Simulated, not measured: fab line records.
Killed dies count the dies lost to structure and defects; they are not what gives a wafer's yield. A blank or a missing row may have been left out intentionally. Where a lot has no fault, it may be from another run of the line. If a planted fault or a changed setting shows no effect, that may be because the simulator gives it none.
fab line records -- flow sky130
record: lots: 12, wafers: 36, last_day: 50
route steps=708 shown GATE_OXIDE@188 LDD_HVP@285 RES_XHIGH@360 LI_CONTACT@375
lots that met no fault: from a run of the same line without faults
start_h: start of the lot's first displayed wafer, in hours after the record's first day -- wait_h: how many hours have passed since the lot's step before this one -- " unchanged from the row above -- L1.1+2: one row covering several wafers at once -- - value missing, or start not given -- * or withheld: withheld -- < > ~ a bound
route shown NAME@n: names a module that has steps shown in the file, with the first one's number in the route -- usual: mean and standard deviation over wafers with no fault -- same: alike in all rows -- chamber/n: place in a boat -- sites: the reading at each site -- _std_site: how widely they spread, as a standard deviation -- _edge_site: the outer-site mean with the inner-site mean subtracted -- radius_mm: for every site, how far away it sits from the centre of the wafer -- mask NAME#n: copy n -- behind: tool/chamber where the wafer was last shaped -- hold: the reason the lot was held/the length of the hold in hours/how it ended -- device: the n, p or np transistor that did not switch -- end of line: tests run on the same wafers once the route is complete -- for a step that has no rows: nothing shown but its recipe -- killed: count of dies lost to structure and defects at first sort (not the wafer's yield) -- map: a wafer's dies, x killed, . not, _ none there
set.NAME: the setting that was run; set.NAME@STEP: the one run at that earlier step -- model.NAME: the simulator's own value behind a step, which no gauge read
one table for each step of the route and one row for each wafer, over a sample of lots
services: a tool's chamber out of use, with start hour (start_h, from the record's first day; less than 0 if before it), hours out, and reason
== steps ==
step: SKY_GATE_OXIDE_OXIDATION_01
recipe: temp_c: 900, ambient: O2, stabilise_s: 600, purge_s: 300, target_thk_a: 102.68, ox_time_s: 1473
usual: spike_tc_bottom_C: 918.2/2.2, spike_tc_centre_C: 900.8/1, spike_tc_lower_C: 902.1/1, spike_tc_top_C: 914.6/2.4, spike_tc_upper_C: 901.0/1.1, tube_center_temp_C: 900.01/0.089, tube_center_temp_C_max: 902.3/0.34, zone_power_centre_pct: 21.7/2, zone_power_lower_pct: 21.5/1.1, zone_power_top_pct: 32.7/0.84, zone_power_upper_pct: 22.0/1.9
same: stabilise_s: 600
lot.wafer,tool,chamber,start_h,wait_h,spike_tc_bottom_C,spike_tc_centre_C,spike_tc_lower_C,spike_tc_top_C,spike_tc_upper_C,tube_center_temp_C,tube_center_temp_C_max,zone_power_centre_pct,zone_power_lower_pct,zone_power_top_pct,zone_power_upper_pct
L186.1,furnace-02,0,293.07,0.0,915.8,901.7,901.9,915.9,901.1,900.03,902.6,23.4,22.0,33.8,22.7
L186.2,furnace-02,0,293.07,0.0,916.2,901.2,902.0,918.0,899.8,899.94,902.2,22.8,22.3,33.6,23.3
L186.6,furnace-02,0,293.07,0.0,915.7,900.2,899.4,916.2,901.0,899.93,902.5,23.2,22.2,33.5,23.8
L187.1,furnace-02,0,297.47,0.3,919.0,901.7,902.4,914.5,902.4,900.03,902.0,23.0,22.0,33.1,23.0
L187.5,furnace-02,0,297.47,0.3,916.7,901.2,901.6,916.6,900.7,899.93,902.2,22.9,22.2,33.2,23.5
L187.6,furnace-02,0,297.47,0.3,918.0,899.9,902.3,915.9,899.5,899.95,902.2,23.0,22.4,33.1,23.4
L188.1,furnace-01,0,305.13,0.6,923.3,901.7,902.2,912.5,900.6,899.99,901.7,18.5,19.8,31.2,19.2
L188.2,furnace-01,0,305.13,0.6,920.7,899.2,901.8,910.8,901.1,900,902.1,18.6,19.7,31.8,19.0
L188.3,furnace-01,0,305.13,0.6,922.3,900.3,901.7,911.5,902.5,899.92,901.7,18.6,19.8,31.7,18.9
L189.2,furnace-01,0,345.10,0.0,920.3,899.7,904.4,912.7,900.4,899.97,902.5,18.8,19.9,31.8,19.1
L189.5,furnace-01,0,345.10,0.0,921.1,899.7,901.0,910.1,900.7,900.1,902.4,18.8,19.4,31.3,19.0
L189.6,furnace-01,0,345.10,0.0,920.6,900.5,901.8,912.3,902.1,900.04,902.2,18.9,19.6,31.6,19.0
L197.2,furnace-01,0,383.16,0.4,821.4,798.7,802.1,811.6,799.8,799.27,801.5,14.8,15.2,26.2,14.6
L197.4,furnace-01,0,383.16,0.4,819.5,800.5,802.7,811.8,801.5,799.31,801.3,14.9,15.4,26.5,14.7
L197.5,furnace-01,0,383.16,0.4,821.9,798.6,801.3,812.2,801.1,799.07,801.2,14.8,15.2,26.3,14.9
L198.1,furnace-01,0,406.96,1.2,820.5,800.9,800.0,813.7,801.7,799.24,801.4,14.4,15.4,25.7,14.8
L198.4,furnace-01,0,406.96,1.2,819.8,799.0,800.2,812.6,801.5,799.14,802.6,14.6,15.3,26.3,15.1
L198.5,furnace-01,0,406.96,1.2,820.1,799.0,800.6,812.0,800.3,799.25,801.8,14.6,15.7,26.3,14.6
L199.2,furnace-02,0,427.66,5.3,916.3,901.3,902.2,916.3,901.2,900.03,901.8,23.4,22.4,32.9,23.3
L199.5,furnace-02,0,427.66,5.3,917.6,901.5,901.0,914.8,901.0,900.05,902.7,22.4,22.2,33.0,23.3
L199.6,furnace-02,0,427.66,5.3,917.7,899.2,902.2,914.7,901.7,900.14,902.3,23.0,21.8,32.7,23.2
L200.1,furnace-02,0,441.41,1.8,917.6,900.1,901.5,917.0,900.8,899.94,902.4,23.3,22.1,33.6,23.5
L200.5,furnace-02,0,441.41,1.8,918.2,900.5,901.1,915.4,901.3,900.06,901.8,22.7,21.9,32.9,23.0
L200.6,furnace-02,0,441.41,1.8,914.7,901.5,901.7,915.7,901.1,900.02,902.1,23.0,21.9,33.3,23.4
L201.1,furnace-02,0,441.41,1.6,917.0,900.6,902.7,915.8,899.9,900.01,902.8,23.1,21.9,33.4,22.9
L201.3,furnace-02,0,441.41,1.6,917.3,899.5,902.4,913.6,901.1,899.88,903.2,22.6,22.0,33.0,23.2
L201.5,furnace-02,0,441.41,1.6,915.9,899.8,901.5,915.5,901.5,899.79,901.9,23.1,22.4,33.4,23.4
L202.3,furnace-02,0,441.41,3.2,917.0,901.7,902.7,916.9,900.1,899.95,901.6,22.9,22.1,33.7,23.0
L202.4,furnace-02,0,441.41,3.2,917.2,899.8,900.7,916.3,901.1,900.14,903.0,23.0,22.1,33.5,23.0
L202.5,furnace-02,0,441.41,3.2,917.9,899.7,901.6,916.6,901.4,899.89,902.0,22.9,22.3,33.1,23.4
L206.1,furnace-02,0,476.18,3.1,917.4,902.4,901.6,916.6,899.6,900.07,902.1,23.1,22.0,33.6,23.1
L206.3,furnace-02,0,476.18,3.1,917.3,898.9,903.0,915.9,901.5,900.14,902.3,23.2,21.9,33.3,23.3
L206.5,furnace-02,0,476.18,3.1,917.1,901.6,903.5,915.7,899.7,899.96,902.8,22.9,22.4,33.0,23.0
L207.1,furnace-01,0,483.99,6.4,920.8,901.0,902.1,911.4,901.0,900.05,902.5,18.8,19.6,31.8,18.9
L207.2,furnace-01,0,483.99,6.4,922.2,900.7,902.6,912.0,901.7,899.77,902.1,18.7,20.0,31.5,19.2
L207.3,furnace-01,0,483.99,6.4,919.0,901.4,901.4,911.5,902.6,899.97,902.8,18.6,19.9,31.8,19.0
step: SKY_GATE_OXIDE_THK_MEAS_02
recipe: reads: SiO2_of_GATE_OXIDE_OXIDATION_01
usual: GATE_OXIDE_OXIDATION_00_THK: 10.24/0.26
lot.wafer,tool,chamber,start_h,wait_h,GATE_OXIDE_OXIDATION_00_THK[nm]
L186.1,film_metro-02,-,294.48,0.0,9.93
L186.2,film_metro-02,-,294.48,0.0,9.84
L186.6,film_metro-02,-,294.48,0.0,9.86
L187.1,film_metro-03,-,298.88,0.0,10.21
L187.5,film_metro-03,-,298.88,0.0,10.32
L187.6,film_metro-03,-,298.88,0.0,9.90
L188.1,film_metro-01,-,306.54,0.0,10.31
L188.2,film_metro-01,-,306.54,0.0,10.53
L188.3,film_metro-01,-,306.54,0.0,10.42
L189.2,film_metro-01,-,346.52,0.0,10.49
L189.5,film_metro-01,-,346.52,0.0,10.64
L189.6,film_metro-01,-,346.52,0.0,10.74
L197.2,film_metro-01,-,384.58,0.0,2.88
L197.4,film_metro-01,-,384.58,0.0,2.80
L197.5,film_metro-01,-,384.58,0.0,2.78
L198.1,film_metro-01,-,408.37,0.0,3.08
L198.4,film_metro-01,-,408.37,0.0,2.90
L198.5,film_metro-01,-,408.37,0.0,2.98
L199.2,film_metro-03,-,429.08,0.0,10.16
L199.5,film_metro-03,-,429.08,0.0,10.30
L199.6,film_metro-03,-,429.08,0.0,10.09
L202.3,film_metro-01,-,442.84,0.0,10.08
L202.4,film_metro-01,-,442.84,0.0,9.98
L202.5,film_metro-01,-,442.84,0.0,9.95
L201.1,film_metro-03,-,442.86,0.0,10.02
L201.3,film_metro-03,-,442.86,0.0,9.99
L201.5,film_metro-03,-,442.86,0.0,10.02
L200.1,film_metro-01,-,442.88,0.1,10.14
L200.5,film_metro-01,-,442.88,0.1,10.21
L200.6,film_metro-01,-,442.88,0.1,10.34
L206.1,film_metro-03,-,477.59,0.0,10.18
L206.3,film_metro-03,-,477.59,0.0,10.31
L206.5,film_metro-03,-,477.59,0.0,10.44
L207.1,film_metro-01,-,485.40,0.0,10.36
L207.2,film_metro-01,-,485.40,0.0,10.30
L207.3,film_metro-01,-,485.40,0.0,10.31
step: SKY_LDD_HVP_OVL_MEAS_07
usual: LDD_HVP_OVL: 0.6/1.5
lot.wafer,tool,chamber,start_h,wait_h,LDD_HVP_OVL[nm]
L186.1,overlay-01,-,506.26,0.1,0.1
L186.2,overlay-01,-,506.26,0.1,0.8
L186.6,overlay-01,-,506.26,0.1,1.6
L187.1,overlay-02,-,510.16,0.1,2.2
L187.5,overlay-02,-,510.16,0.1,1.1
L187.6,overlay-02,-,510.16,0.1,2.9
L188.1,overlay-01,-,516.86,0.1,1.5
L188.2,overlay-01,-,516.86,0.1,3.5
L188.3,overlay-01,-,516.86,0.1,1.7
L189.2,overlay-01,-,571.13,0.1,-0.8
L189.5,overlay-01,-,571.13,0.1,-1.7
L189.6,overlay-01,-,571.13,0.1,-1.5
L197.2,overlay-02,-,609.87,0.1,-0.6
L197.4,overlay-02,-,609.87,0.1,-0.8
L197.5,overlay-02,-,609.87,0.1,-2.3
L198.1,overlay-01,-,629.16,0.1,-0.4
L198.4,overlay-01,-,629.16,0.1,-0.8
L198.5,overlay-01,-,629.16,0.1,-1.1
L199.2,overlay-02,-,653.02,0.1,-2.9
L199.5,overlay-02,-,653.02,0.1,-3.0
L199.6,overlay-02,-,653.02,0.1,-0.8
L202.3,overlay-01,-,663.37,0.1,2.1
L202.4,overlay-01,-,663.37,0.1,0.8
L202.5,overlay-01,-,663.37,0.1,2.1
L200.1,overlay-02,-,665.17,0.1,1.8
L200.5,overlay-02,-,665.17,0.1,1.4
L200.6,overlay-02,-,665.17,0.1,0.9
L201.1,overlay-02,-,665.46,0.1,-1.6
L201.3,overlay-02,-,665.46,0.1,-2.3
L201.5,overlay-02,-,665.46,0.1,-2.6
L206.1,overlay-01,-,692.77,0.1,1.3
L206.3,overlay-01,-,692.77,0.1,1.9
L206.5,overlay-01,-,692.77,0.1,3.3
L207.1,overlay-02,-,701.66,0.1,1.6
L207.2,overlay-02,-,701.66,0.1,3.6
L207.3,overlay-02,-,701.66,0.1,-1.4
step: SKY_SD_N_RS_MEAS_18
recipe: thk_meas_gauge: four-point-probe
usual: RES_XHIGH_RS: 333.4/1.2
lot.wafer,tool,chamber,start_h,wait_h,RES_XHIGH_RS[ohm/sq]
L186.1,film_metro-02,-,658.33,0.1,332.7
L186.2,film_metro-02,-,658.33,0.1,332.9
L186.6,film_metro-02,-,658.33,0.1,332.8
L187.1,film_metro-02,-,662.69,0.1,333.2
L187.5,film_metro-02,-,662.69,0.1,333.8
L187.6,film_metro-02,-,662.69,0.1,333.7
L188.1,film_metro-04,-,669.23,0.1,331.9
L188.2,film_metro-04,-,669.23,0.1,332.4
L188.3,film_metro-04,-,669.23,0.1,333.7
L189.2,film_metro-02,-,716.41,0.1,333.4
L189.5,film_metro-02,-,716.41,0.1,333.9
L189.6,film_metro-02,-,716.41,0.1,333.5
L197.2,film_metro-04,-,752.30,0.1,332.1
L197.4,film_metro-04,-,752.30,0.1,333.4
L197.5,film_metro-04,-,752.30,0.1,332.1
L198.1,film_metro-03,-,769.62,0.1,334.4
L198.4,film_metro-03,-,769.62,0.1,333.7
L198.5,film_metro-03,-,769.62,0.1,334.8
L199.2,film_metro-04,-,793.80,0.1,333.9
L199.5,film_metro-04,-,793.80,0.1,335.2
L199.6,film_metro-04,-,793.80,0.1,334.7
L202.3,film_metro-02,-,804.79,0.1,334.1
L202.4,film_metro-02,-,804.79,0.1,332.9
L202.5,film_metro-02,-,804.79,0.1,332.8
L201.1,film_metro-03,-,805.13,0.1,334.4
L201.3,film_metro-03,-,805.13,0.1,334.5
L201.5,film_metro-03,-,805.13,0.1,335.2
L200.1,film_metro-04,-,805.79,0.1,333.2
L200.5,film_metro-04,-,805.79,0.1,332.5
L200.6,film_metro-04,-,805.79,0.1,331.6
L206.1,film_metro-04,-,831.14,0.1,333.3
L206.3,film_metro-04,-,831.14,0.1,333.4
L206.5,film_metro-04,-,831.14,0.1,333.0
L207.1,film_metro-03,-,851.93,0.1,336.7
L207.2,film_metro-03,-,851.93,0.1,336.2
L207.3,film_metro-03,-,851.93,0.1,335.5
step: SKY_LI_CONTACT_OVL_MEAS_13
usual: LI_CONTACT_OVL: -1/5.3
lot.wafer,tool,chamber,start_h,wait_h,LI_CONTACT_OVL[nm]
L186.1,overlay-01,-,686.68,0.1,-8
L186.2,overlay-01,-,686.68,0.1,-12
L186.6,overlay-01,-,686.68,0.1,-12
L187.1,overlay-01,-,692.18,0.1,1
L187.5,overlay-01,-,692.18,0.1,0
L187.6,overlay-01,-,692.18,0.1,-9
L188.1,overlay-01,-,700.87,0.1,3
L188.2,overlay-01,-,700.87,0.1,5
L188.3,overlay-01,-,700.87,0.1,6
L189.2,overlay-02,-,744.82,0.1,-6
L189.5,overlay-02,-,744.82,0.1,3
L189.6,overlay-02,-,744.82,0.1,2
L197.2,overlay-02,-,780.09,0.1,1
L197.4,overlay-02,-,780.09,0.1,-7
L197.5,overlay-02,-,780.09,0.1,-3
L198.1,overlay-02,-,796.67,0.1,-4
L198.4,overlay-02,-,796.67,0.1,-3
L198.5,overlay-02,-,796.67,0.1,-1
L199.2,overlay-02,-,820.30,0.1,-2
L199.5,overlay-02,-,820.30,0.1,-5
L199.6,overlay-02,-,820.30,0.1,-4
L202.3,overlay-02,-,832.38,0.1,8
L202.4,overlay-02,-,832.38,0.1,0
L202.5,overlay-02,-,832.38,0.1,5
L201.1,overlay-01,-,832.53,0.1,4
L201.3,overlay-01,-,832.53,0.1,3
L201.5,overlay-01,-,832.53,0.1,5
L200.1,overlay-01,-,833.18,0.1,-1
L200.5,overlay-01,-,833.18,0.1,-2
L200.6,overlay-01,-,833.18,0.1,-4
L206.1,overlay-01,-,857.63,0.1,-2
L206.3,overlay-01,-,857.63,0.1,-6
L206.5,overlay-01,-,857.63,0.1,-3
L207.1,overlay-01,-,877.83,0.1,0
L207.2,overlay-01,-,877.83,0.1,-3
L207.3,overlay-01,-,877.83,0.1,2
== services ==
tool,chamber,start_h,hours,kind
furnace-01,-,301.20,3.9,pm
furnace-02,-,372.98,3.4,pm
furnace-01,-,410.29,69.9,pm
furnace-02,-,457.79,3.2,pm
furnace-01,-,480.19,3.8,pm
== key ==
first_sign: step: SKY_GATE_OXIDE_OXIDATION_01, reading: tube_center_temp_C, direction: down, sigmas: 99+, usual: *, struck: *
effect: step: SKY_GATE_OXIDE_OXIDATION_01, reading: tube_center_temp_C_max, direction: down, sigmas: 99+, usual: *, struck: *
effect: step: SKY_GATE_OXIDE_THK_MEAS_02, reading: GATE_OXIDE_OXIDATION_00_THK, direction: down, sigmas: 29, usual: 10.24, struck: 2.90
met_at SKY_GATE_OXIDE_OXIDATION_01
struck_lots L197,L198
tester_left_out L197,L198
not_acting_at SKY_LDD_HVP_OVL_MEAS_07,SKY_SD_N_RS_MEAS_18,SKY_LI_CONTACT_OVL_MEAS_13
onset_between 345.10 383.16
fault: kind: process_parameter_drift, tool: furnace-01, chamber: -, onset_h: 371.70, steps: SKY_GATE_OXIDE_OXIDATION_01, channel: temp_c, offset: *, shape: step, end_h: 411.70, acts_in: *, stated: *
tester_left_out: of these lots the tester's yield and bins aren't shown, on N5 and GAA mostly nor the transistor test; their killed dies are dies lost to structure and defects alone, not to doping, threshold or leakage, so they don't give the yield
